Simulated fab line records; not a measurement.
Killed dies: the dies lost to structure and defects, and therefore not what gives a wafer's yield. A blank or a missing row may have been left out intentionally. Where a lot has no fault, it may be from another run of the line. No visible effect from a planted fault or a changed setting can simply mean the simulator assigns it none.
The tool behind it: which one? || flow sky130 || 12 lots (36 wafers sampled), 1 step of a 708-step route

WHAT THE GAUGES READ, wafer by wafer
SKY_LI_CONTACT_THK_MEAS_23: measures by xrf.
{"lot": "L075", "measured": "day 29 06:18", "on": "film_metro-04", "LI_CONTACT_W_THK (nm)": "394 392 396"}
{"lot": "L078", "measured": "day 31 04:09", "on": "film_metro-02", "LI_CONTACT_W_THK (nm)": "398 398 397"}
{"lot": "L080", "measured": "day 31 12:34", "on": "film_metro-03", "LI_CONTACT_W_THK (nm)": "395 395 393"}
{"lot": "L082", "measured": "day 31 22:01", "on": "film_metro-02", "LI_CONTACT_W_THK (nm)": "398 394 400"}
{"lot": "L084", "measured": "day 32 06:00", "on": "film_metro-02", "LI_CONTACT_W_THK (nm)": "391 389 396"}
{"lot": "L085", "measured": "day 32 15:39", "on": "film_metro-02", "LI_CONTACT_W_THK (nm)": "398 399 395"}
{"lot": "L087", "measured": "day 33 08:07", "on": "film_metro-02", "LI_CONTACT_W_THK (nm)": "398 397 394"}
{"lot": "L089", "measured": "day 33 19:46", "on": "film_metro-02", "LI_CONTACT_W_THK (nm)": "400 397 394"}
{"lot": "L091", "measured": "day 34 10:11", "on": "film_metro-02", "LI_CONTACT_W_THK (nm)": "393 400 399"}
{"lot": "L093", "measured": "day 35 08:07", "on": "film_metro-02", "LI_CONTACT_W_THK (nm)": "389 395 391"}
{"lot": "L095", "measured": "day 35 15:26", "on": "film_metro-02", "LI_CONTACT_W_THK (nm)": "391 395 392"}
{"lot": "L097", "measured": "day 36 06:07", "on": "film_metro-04", "LI_CONTACT_W_THK (nm)": "392 394 395"}

EACH LOT AND THE TOOL THAT RAN IT (in order: tool; ch and the chambers of the sampled wafers; start)
Record: no process step prior to these readings.

THE ANSWER, worked out from the rows above alone
Rule: the usual values come from the lots themselves. The widest of any qualifying gaps counts: lots, ordered by their means at a reading, are off when they make up no more than a third of the lots, leave a main group of 4 or more, and stand apart from it by 3 or more times the standard deviation of that group's means. The tables above print the reading to a certain number of digits; a main group whose means all agree to those digits is not used. Also off: a lot with no number at a reading for which 4 or more lots have one. Where the step has rows for the other lots, those lots are counted as sound.
No lot is off on any of the readings shown, so nothing can be concluded from this.

WHAT THE SIMULATOR HAD INSERTED
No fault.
